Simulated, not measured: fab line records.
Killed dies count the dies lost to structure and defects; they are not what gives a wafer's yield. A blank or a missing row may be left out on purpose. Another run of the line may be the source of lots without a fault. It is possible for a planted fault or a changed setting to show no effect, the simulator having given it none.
fab line records + flow sky130
record:
- lots: 14
- wafers: 41
- last_day: 50
route steps=708 shown VIA2@527 CAPM@537 METAL3@560
lots that met no fault: from a run of the same line without faults
start_h: the number of hours between the record's first day and the start of the first shown wafer of the lot + wait_h: how many hours have passed since the lot's step before this one + " the same as in the row above + L1.1+2: several wafers, shown together as one row + - value missing, or start not given + * or withheld: withheld + < > ~ a bound
route shown NAME@n: a module of which the file shows steps, and the number in the route of the first + usual: mean and standard deviation over wafers with no fault + same: alike in all rows + chamber/n: place in a boat + sites: readings site by site + _std_site: their standard deviation + _edge_site: inner sites' mean taken away from outer sites' mean + radius_mm: how far each site lies from the wafer's centre + mask NAME#n: copy n + behind: the last tool/chamber to shape the wafer + hold: reason for holding the lot/hours on hold/outcome of the hold + device: the n, p or np transistor that did not switch + end of line: the same wafers' tests at the end of the route + a step without rows: its recipe alone + killed: count of dies lost to structure and defects at first sort (not the wafer's yield) + map: per-die view of a wafer (x killed, . not killed, _ where there is no die)
set.NAME: the setting the step ran with; set.NAME@STEP: the setting that earlier step ran with + model.NAME: the simulator's own value behind a step, which no gauge read
steps of the route over a sample of lots; a table a step, a row a wafer
services: when a tool's chamber went out of use (start_h, in hours from the record's first day, below 0 if earlier), for how many hours, and the reason
== steps ==
step: SKY_VIA2_SPUTTER_20
recipe:
- material: TiN
- target_thk_nm: 20
- chamber_pressure_pa: 5
- power_w: 4000
- time_s: 80
usual:
- throttle_valve_pct: 30.1/0.91
| lot.wafer | tool           | chamber | start_h | wait_h | throttle_valve_pct |
|-----------|----------------|---------|---------|--------|--------------------|
| L240.3    | pvd_sputter-03 | -       | 871.76  | 0.0    | 30.3               |
| L240.4    | "              | -       | "       | "      | 29.5               |
| L240.6    | "              | -       | "       | "      | 30.0               |
| L241.1    | pvd_sputter-01 | -       | 874.02  | 0.0    | 28.9               |
| L241.3    | "              | -       | "       | "      | 29.6               |
| L241.4    | "              | -       | "       | "      | 31.5               |
| L243.4    | pvd_sputter-02 | -       | 874.41  | 0.0    | 28.6               |
| L243.5    | "              | -       | "       | "      | 29.6               |
| L243.6    | "              | -       | "       | "      | 29.3               |
| L242.4    | pvd_sputter-03 | -       | 876.36  | 0.0    | 29.9               |
| L242.5    | "              | -       | "       | "      | 30.6               |
| L242.6    | "              | -       | "       | "      | 29.8               |
| L244.2    | pvd_sputter-03 | -       | 919.33  | 0.0    | 30.8               |
| L244.4    | "              | -       | "       | "      | 30.7               |
| L245.1    | pvd_sputter-01 | -       | 919.59  | 0.0    | 29.3               |
| L245.2    | "              | -       | "       | "      | 31.6               |
| L245.3    | "              | -       | "       | "      | 29.6               |
| L249.2    | pvd_sputter-03 | -       | 932.03  | 0.0    | 30.4               |
| L249.4    | "              | -       | "       | "      | 30.0               |
| L249.6    | "              | -       | "       | "      | 29.1               |
| L253.2    | pvd_sputter-01 | -       | 943.18  | 0.0    | 29.4               |
| L253.4    | "              | -       | "       | "      | 31.5               |
| L253.6    | "              | -       | "       | "      | 29.5               |
| L255.2    | pvd_sputter-03 | -       | 955.46  | 0.0    | 29.4               |
| L255.3    | "              | -       | "       | "      | 30.5               |
| L255.4    | "              | -       | "       | "      | 30.1               |
| L258.1    | pvd_sputter-01 | -       | 978.05  | 0.0    | 31.5               |
| L258.2    | "              | -       | "       | "      | 31.5               |
| L258.5    | "              | -       | "       | "      | 31.5               |
| L259.1    | pvd_sputter-01 | -       | 992.96  | 0.0    | 29.5               |
| L259.2    | "              | -       | "       | "      | 31.3               |
| L259.6    | "              | -       | "       | "      | 31.2               |
| L260.4    | pvd_sputter-01 | -       | 995.42  | 0.0    | 31.2               |
| L260.5    | "              | -       | "       | "      | 29.2               |
| L260.6    | "              | -       | "       | "      | 31.1               |
| L261.1    | pvd_sputter-01 | -       | 1004.51 | 0.0    | 29.4               |
| L261.4    | "              | -       | "       | "      | 29.4               |
| L261.6    | "              | -       | "       | "      | 29.3               |
| L263.2    | pvd_sputter-02 | -       | 1013.87 | 0.0    | 28.6               |
| L263.4    | "              | -       | "       | "      | 31.3               |
| L263.6    | "              | -       | "       | "      | 31.1               |
step: SKY_CAPM_CVD_00
recipe:
- material: SiO2
- target_thk_nm: 15.5
- temp_c: 400
- time_s: withheld
- rf_w: 450
usual:
- heater_power_w: 661/79
- rf_fwd_power_W: 441.1/2.8
| lot.wafer | tool     | chamber | start_h | wait_h | heater_power_w | rf_fwd_power_W |
|-----------|----------|---------|---------|--------|----------------|----------------|
| L240.3    | pecvd-04 | 2       | 872.58  | 0.0    | 634            | 440.0          |
| L240.4    | "        | 0       | "       | "      | 663            | 443.6          |
| L240.6    | "        | 1       | "       | "      | 689            | 440.6          |
| L241.1    | pecvd-01 | 0       | 874.85  | 0.0    | 718            | 446.6          |
| L241.3    | "        | 1       | "       | "      | 491            | 439.6          |
| L241.4    | "        | 1       | "       | "      | 475            | 440.3          |
| L243.4    | pecvd-04 | 0       | 875.25  | 0.0    | 703            | 443.3          |
| L243.5    | "        | 2       | "       | "      | 653            | 436.3          |
| L243.6    | "        | 1       | "       | "      | 637            | 437.4          |
| L242.4    | pecvd-01 | 0       | 877.33  | 0.0    | 724            | 446.8          |
| L242.5    | "        | 1       | "       | "      | 563            | 442.7          |
| L242.6    | "        | 2       | "       | "      | 627            | 443.8          |
| L244.2    | pecvd-01 | 1       | 920.28  | 0.0    | 557            | 444.0          |
| L244.4    | "        | 0       | "       | "      | 755            | 443.0          |
| L245.1    | pecvd-02 | 2       | 920.48  | 0.0    | 639            | 444.1          |
| L245.2    | "        | 0       | "       | "      | 631            | 437.6          |
| L245.3    | "        | 1       | "       | "      | 677            | 436.4          |
| L249.2    | pecvd-01 | 1       | 932.85  | 0.0    | 467            | 443.4          |
| L249.4    | "        | 1       | "       | "      | 478            | 443.4          |
| L249.6    | "        | 2       | "       | "      | 683            | 443.9          |
| L253.2    | pecvd-04 | 1       | 944.01  | 0.0    | 746            | 439.0          |
| L253.4    | "        | 1       | "       | "      | 770            | 438.2          |
| L253.6    | "        | 0       | "       | "      | 754            | 442.7          |
| L255.2    | pecvd-01 | 2       | 956.28  | 0.0    | 701            | 442.9          |
| L255.3    | "        | 1       | "       | "      | 503            | 443.5          |
| L255.4    | "        | 2       | "       | "      | 676            | 441.4          |
| L258.1    | pecvd-01 | 2       | 978.87  | 0.0    | 626            | 443.6          |
| L258.2    | "        | 1       | "       | "      | 498            | 444.7          |
| L258.5    | "        | 0       | "       | "      | 738            | 443.0          |
| L259.1    | pecvd-02 | 2       | 993.78  | 0.0    | 630            | 442.4          |
| L259.2    | "        | 0       | "       | "      | 596            | 436.8          |
| L259.6    | "        | 0       | "       | "      | 580            | 439.5          |
| L260.4    | pecvd-04 | 0       | 996.40  | 0.0    | 809            | 440.9          |
| L260.5    | "        | 1       | "       | "      | 690            | 440.1          |
| L260.6    | "        | 2       | "       | "      | 607            | 438.7          |
| L261.1    | pecvd-04 | 2       | 1006.06 | 0.0    | 613            | 440.2          |
| L261.4    | "        | 0       | "       | "      | 676            | 441.6          |
| L261.6    | "        | 0       | "       | "      | 698            | 440.8          |
| L263.2    | pecvd-04 | 2       | 1014.69 | 0.0    | 605            | 439.7          |
| L263.4    | "        | 2       | "       | "      | 616            | 438.2          |
| L263.6    | "        | 0       | "       | "      | 700            | 441.2          |
step: SKY_METAL3_EXPOSE_10
recipe:
- mask_id: MM3
- na: 0.68
- source_shape: annular
- sigma_inner: 0.4
- sigma_outer: 0.8
- target_cd_nm: 300
- dose_mj: 28
| lot.wafer  | tool           | chamber | start_h | wait_h | mask  |
|------------|----------------|---------|---------|--------|-------|
| L240.3+4+6 | krf_scanner-02 | 0       | 912.88  | -      | MM3#0 |
| L241.1+3+4 | krf_scanner-02 | 0       | 913.95  | -      | MM3#0 |
| L243.4+5+6 | krf_scanner-01 | 0       | 914.94  | -      | MM3#0 |
| L242.4+5+6 | krf_scanner-01 | 0       | 916.44  | -      | MM3#0 |
| L244.2+4   | krf_scanner-01 | 0       | 956.68  | -      | MM3#0 |
| L245.1+2+3 | krf_scanner-01 | 0       | 957.12  | -      | MM3#0 |
| L249.2+4+6 | krf_scanner-02 | 0       | 970.99  | -      | MM3#0 |
| L253.2+4+6 | krf_scanner-02 | 0       | 981.38  | -      | MM3#0 |
| L255.2+3+4 | krf_scanner-02 | 0       | 993.91  | -      | MM3#0 |
| L258.1+2+5 | krf_scanner-01 | 0       | 1014.74 | -      | MM3#0 |
| L259.1+2+6 | krf_scanner-01 | 0       | 1027.42 | -      | MM3#0 |
| L260.4+5+6 | krf_scanner-01 | 0       | 1030.37 | -      | MM3#0 |
| L261.1+4+6 | krf_scanner-02 | 0       | 1040.63 | -      | MM3#0 |
| L263.2+4+6 | krf_scanner-02 | 0       | 1048.88 | -      | MM3#0 |
step: SKY_METAL3_CD_MEAS_13
recipe:
- target_cd_nm: 300
usual:
- cd_nm: 300.2/1.4
| lot.wafer | tool      | chamber | start_h | wait_h | cd_nm |
|-----------|-----------|---------|---------|--------|-------|
| L240.3    | cd_sem-02 | -       | 925.00  | -      | 301.0 |
| L240.4    | "         | -       | "       | "      | 300.7 |
| L240.6    | "         | -       | "       | "      | 299.4 |
| L241.1    | cd_sem-02 | -       | 926.64  | -      | 300.3 |
| L241.3    | "         | -       | "       | "      | 299.3 |
| L241.4    | "         | -       | "       | "      | 300.2 |
| L243.4    | cd_sem-02 | -       | 926.93  | -      | 300.3 |
| L243.5    | "         | -       | "       | "      | 300.3 |
| L243.6    | "         | -       | "       | "      | 299.4 |
| L242.4    | cd_sem-01 | -       | 928.20  | -      | 296.2 |
| L242.5    | "         | -       | "       | "      | 298.5 |
| L242.6    | "         | -       | "       | "      | 297.8 |
| L244.2    | cd_sem-02 | -       | 969.49  | -      | 280.2 |
| L244.4    | "         | -       | "       | "      | 244.8 |
| L245.1    | cd_sem-02 | -       | 969.82  | -      | 230.5 |
| L245.2    | "         | -       | "       | "      | 283.8 |
| L245.3    | "         | -       | "       | "      | 224.5 |
| L249.2    | cd_sem-02 | -       | 981.94  | -      | 301.5 |
| L249.4    | "         | -       | "       | "      | 300.1 |
| L249.6    | "         | -       | "       | "      | 300.9 |
| L253.2    | cd_sem-02 | -       | 993.63  | -      | 300.3 |
| L253.4    | "         | -       | "       | "      | 299.4 |
| L253.6    | "         | -       | "       | "      | 300.4 |
| L255.2    | cd_sem-01 | -       | 1003.99 | -      | 299.6 |
| L255.3    | "         | -       | "       | "      | 300.4 |
| L255.4    | "         | -       | "       | "      | 299.0 |
| L258.1    | cd_sem-01 | -       | 1025.41 | -      | 300.4 |
| L258.2    | "         | -       | "       | "      | 300.2 |
| L258.5    | "         | -       | "       | "      | 298.3 |
| L259.1    | cd_sem-01 | -       | 1038.51 | -      | 300.9 |
| L259.2    | "         | -       | "       | "      | 300.9 |
| L259.6    | "         | -       | "       | "      | 300.9 |
| L260.4    | cd_sem-02 | -       | 1041.93 | -      | 295.8 |
| L260.5    | "         | -       | "       | "      | 298.3 |
| L260.6    | "         | -       | "       | "      | 298.3 |
| L261.1    | cd_sem-01 | -       | 1051.67 | -      | 301.3 |
| L261.4    | "         | -       | "       | "      | 301.1 |
| L261.6    | "         | -       | "       | "      | 303.3 |
| L263.2    | cd_sem-01 | -       | 1059.94 | -      | 298.5 |
| L263.4    | "         | -       | "       | "      | 298.4 |
| L263.6    | "         | -       | "       | "      | 300.8 |
step: SKY_METAL3_METAL_ETCH_18
recipe:
- target_depth_a: 8450
- stop_on: SiO2
- over_etch_frac: 0.3
- time_s: 183.1
- chemistry: Cl2/BCl3
- resist_sidewall_deg: 88
- pressure_mtorr: 10
- icp_w: 900
- bias_w: 48.5
- Cl2_flow_sccm: 60
- bcl3_flow_sccm: 30
usual:
- drypump_motor_current_A: 5.6/0.53
- oes_product_au: 0.866/0.0069
- rf_fwd_power_W: 896.6/2.4
- throttle_valve_pct: 22.266/0.0093
same:
- over_etch_frac: 0.3
| lot.wafer | tool         | chamber | start_h | wait_h | drypump_motor_current_A | oes_product_au | rf_fwd_power_W | rf_hours_counter_h | throttle_valve_pct |
|-----------|--------------|---------|---------|--------|-------------------------|----------------|----------------|--------------------|--------------------|
| L240.3    | rie_metal-01 | 0       | 925.33  | 0.1    | 5.3                     | 0.862          | 897.6          | -                  | 22.265             |
| L240.4    | "            | 1       | "       | "      | 5.3                     | 0.874          | 897.6          | -                  | 22.268             |
| L240.6    | "            | 0       | "       | "      | 5.3                     | 0.865          | 893.4          | -                  | 22.262             |
| L241.1    | rie_metal-03 | 0       | 926.94  | 0.0    | 4.7                     | 0.858          | 898.3          | 10                 | 22.259             |
| L241.3    | "            | 1       | "       | "      | 6.3                     | 0.866          | 896.6          | -                  | 22.264             |
| L241.4    | "            | 0       | "       | "      | 4.7                     | 0.864          | 898.2          | -                  | 22.275             |
| L243.4    | rie_metal-04 | 1       | 927.23  | 0.1    | 6.1                     | 0.862          | 896.7          | -                  | 22.252             |
| L243.5    | "            | 0       | "       | "      | 5.8                     | 0.873          | 895.0          | -                  | 22.289             |
| L243.6    | "            | 1       | "       | "      | 6.1                     | 0.868          | 895.4          | -                  | 22.274             |
| L242.4    | rie_metal-04 | 0       | 928.50  | 0.1    | 5.8                     | 0.869          | 897.0          | -                  | 22.273             |
| L242.5    | "            | 0       | "       | "      | 5.9                     | 0.861          | 897.5          | -                  | 22.262             |
| L242.6    | "            | 1       | "       | "      | 6.1                     | 0.876          | 892.6          | -                  | 22.260             |
| L244.2    | rie_metal-03 | 1       | 969.77  | 0.0    | 6.3                     | 0.862          | 895.3          | 13                 | 22.261             |
| L244.4    | "            | 0       | "       | "      | 4.7                     | 0.866          | 898.0          | -                  | 22.270             |
| L245.1    | rie_metal-01 | 1       | 970.12  | 0.0    | 5.3                     | 0.856          | 894.9          | 14                 | 22.274             |
| L245.2    | "            | 0       | "       | "      | 5.3                     | 0.854          | 895.9          | 18                 | 22.263             |
| L245.3    | "            | 0       | "       | "      | 5.2                     | 0.863          | 892.5          | -                  | 22.268             |
| L249.2    | rie_metal-03 | 1       | 982.22  | 0.0    | 6.3                     | 0.859          | 896.0          | 14                 | 22.275             |
| L249.4    | "            | 0       | "       | "      | 4.7                     | 0.858          | 894.8          | -                  | 22.269             |
| L249.6    | "            | 0       | "       | "      | 4.7                     | 0.860          | 893.6          | -                  | 22.265             |
| L253.2    | rie_metal-04 | 0       | 993.91  | 0.0    | 5.9                     | 0.867          | 893.9          | 8                  | 22.252             |
| L253.4    | "            | 1       | "       | "      | 6.0                     | 0.854          | 899.0          | -                  | 22.248             |
| L253.6    | "            | 0       | "       | "      | 5.9                     | 0.863          | 898.5          | -                  | 22.247             |
| L255.2    | rie_metal-01 | 1       | 1004.27 | 0.0    | 5.3                     | 0.860          | 898.0          | 16                 | 22.284             |
| L255.3    | "            | 1       | "       | "      | 5.3                     | 0.855          | 901.6          | -                  | 22.276             |
| L255.4    | "            | 0       | "       | "      | 5.2                     | 0.868          | 897.3          | -                  | 22.265             |
| L258.1    | rie_metal-04 | 1       | 1025.71 | 0.0    | 6.1                     | 0.871          | 893.2          | 18                 | 22.273             |
| L258.2    | "            | 0       | "       | "      | 5.9                     | 0.868          | 894.7          | 9                  | 22.259             |
| L258.5    | "            | 1       | "       | "      | 6.1                     | 0.873          | 895.6          | -                  | 22.258             |
| L259.1    | rie_metal-04 | 1       | 1038.81 | 0.0    | 6.1                     | 0.871          | 900.9          | 19                 | 22.262             |
| L259.2    | "            | 0       | "       | "      | 5.8                     | 0.877          | 894.2          | 10                 | 22.260             |
| L259.6    | "            | 0       | "       | "      | 5.8                     | 0.869          | 895.1          | -                  | 22.278             |
| L260.4    | rie_metal-04 | 1       | 1042.23 | 0.1    | 6.1                     | 0.865          | 903.4          | -                  | 22.263             |
| L260.5    | "            | 0       | "       | "      | 5.8                     | 0.868          | 895.9          | -                  | 22.278             |
| L260.6    | "            | 1       | "       | "      | 6.1                     | 0.873          | 901.3          | -                  | 22.246             |
| L261.1    | rie_metal-03 | 0       | 1051.97 | 0.0    | 4.7                     | 0.869          | 895.2          | 18                 | 22.260             |
| L261.4    | "            | 1       | "       | "      | 6.3                     | 0.869          | 893.3          | -                  | 22.268             |
| L261.6    | "            | 0       | "       | "      | 4.7                     | 0.868          | 897.6          | -                  | 22.257             |
| L263.2    | rie_metal-03 | 0       | 1060.22 | 0.0    | 4.7                     | 0.869          | 898.6          | 19                 | 22.252             |
| L263.4    | "            | 1       | "       | "      | 6.2                     | 0.866          | 896.7          | -                  | 22.260             |
| L263.6    | "            | 1       | "       | "      | 6.2                     | 0.873          | 897.2          | -                  | 22.258             |
== services ==
| tool           | chamber | start_h | hours | kind   |
|----------------|---------|---------|-------|--------|
| krf_scanner-01 | -       | 861.99  | 0.8   | pm     |
| krf_scanner-02 | -       | 864.92  | 1.7   | repair |
| rie_metal-03   | -       | 885.73  | 0.2   | repair |
| pecvd-04       | 1       | 887.63  | 15.4  | repair |
| krf_scanner-02 | -       | 887.67  | 1.0   | pm     |
| pvd_sputter-03 | -       | 899.98  | 5.2   | repair |
| krf_scanner-01 | -       | 906.94  | 1.0   | pm     |
| krf_scanner-02 | -       | 914.23  | 4.4   | pm     |
| krf_scanner-01 | -       | 917.23  | 0.3   | repair |
| krf_scanner-01 | -       | 920.14  | 1.3   | pm     |
| krf_scanner-02 | -       | 923.36  | 0.8   | pm     |
| rie_metal-03   | 1       | 939.84  | 8.7   | repair |
| pecvd-01       | -       | 941.48  | 5.5   | pm     |
| pecvd-04       | 2       | 942.50  | 5.4   | repair |
| pvd_sputter-03 | -       | 956.95  | 2.0   | repair |
| pecvd-01       | -       | 961.20  | 0.6   | repair |
| pecvd-01       | -       | 982.16  | 0.6   | repair |
| pecvd-01       | -       | 986.91  | 28.1  | pm     |
| krf_scanner-02 | -       | 1003.64 | 1.3   | pm     |
| krf_scanner-01 | -       | 1030.79 | 0.8   | pm     |
| pvd_sputter-03 | -       | 1032.88 | 9.4   | repair |
| pvd_sputter-01 | -       | 1048.57 | 8.6   | repair |
| krf_scanner-02 | -       | 1056.67 | 1.0   | pm     |
| pecvd-04       | 1       | 1057.34 | 5.2   | repair |
== key ==
first_sign:
- step: SKY_METAL3_CD_MEAS_13
- reading: cd_nm
- direction: down
- sigmas: 34
- usual: 300.2
- struck: 252.7
effect none on later readings
met_at SKY_METAL3_EXPOSE_10
struck_lots L244,L245
later_rows_left_out L245.1,L245.3
sort_left_out L244.2,L244.4,L245.1,L245.2,L245.3
not_acting_at SKY_VIA2_SPUTTER_20,SKY_CAPM_CVD_00,SKY_METAL3_METAL_ETCH_18
onset_between 916.44 956.68
fault:
- kind: process_parameter_drift
- tool: krf_scanner-01
- chamber: -
- onset_h: 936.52
- steps: SKY_METAL3_EXPOSE_10
- channel: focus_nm
- offset: 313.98
- spread_by_wafer: 0.3
- shape: step
- end_h: 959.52
sort_left_out: the simulated sort isn't trusted on such a fault, so these wafers' sort isn't shown, and their yield isn't known
later_rows_left_out: the simulator's readings of these wafers behind a module that went badly wrong aren't trusted and aren't shown, but for the sort
